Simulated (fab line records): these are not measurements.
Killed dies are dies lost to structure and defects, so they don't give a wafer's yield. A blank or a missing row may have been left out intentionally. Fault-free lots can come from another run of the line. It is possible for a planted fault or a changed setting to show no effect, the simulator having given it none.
Matching of chambers | flow gf180mcu | GF_CONTACT_CMP_27 on cmp-02: 4 sister chambers
The step polishes, stops on SiO2, t overpolish 15 s, target thk 0 nm. 4 wafers are shown with their chamber, then 9 later ones without.

WAFERS WITH THEIR CHAMBER
wafer  | chamber | motorCurrentA (A)
L398.6 | 2       | 12.4
L405.6 | 3       | 11.6
L406.3 | 0       | 11.6
L406.5 | 1       | 12.8

WAFERS WITHOUT THEIR CHAMBER
wafer  | motorCurrentA (A)
L406.6 | 11.4
L407.2 | 13.0
L407.4 | 10.6
L408.1 | 12.3
L408.2 | 11.5
L408.5 | 11.2
L417.3 | 11.7
L417.5 | 11.4
L417.6 | 11.4

WHICH CHAMBER EACH WENT THROUGH
wafer  | from the rows above               | in truth
L406.6 | can't be placed: 0 or 3           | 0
L407.2 | can't be placed: 1 or 2           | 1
L407.4 | can't be placed: 0 or 3           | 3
L408.1 | can't be placed: 2 or 1 or 0 or 3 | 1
L408.2 | can't be placed: 0 or 3           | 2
L408.5 | can't be placed: 0 or 3           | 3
L417.3 | can't be placed: 0 or 3 or 2      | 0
L417.5 | can't be placed: 0 or 3           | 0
L417.6 | can't be placed: 0 or 3           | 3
0 of 9 placed correctly. These rows do not allow placing 9 (true chamber among the candidates in 8). Placed wrongly: 0.
How it was worked out, from the rows above alone: a wafer's distance from a chamber is the root of the sum, over the readings, of the square of ((its reading less the chamber's mean) divided by the reading's scatter). If the next closest chamber is less than 2 further off than the closest, the wafer can't be placed; otherwise it belongs to the closest. The mean given for a chamber averages the wafers shown for that chamber. The scatter: root of mean squared gap, hidden wafer to nearest shown wafer, with one shown wafer a chamber.
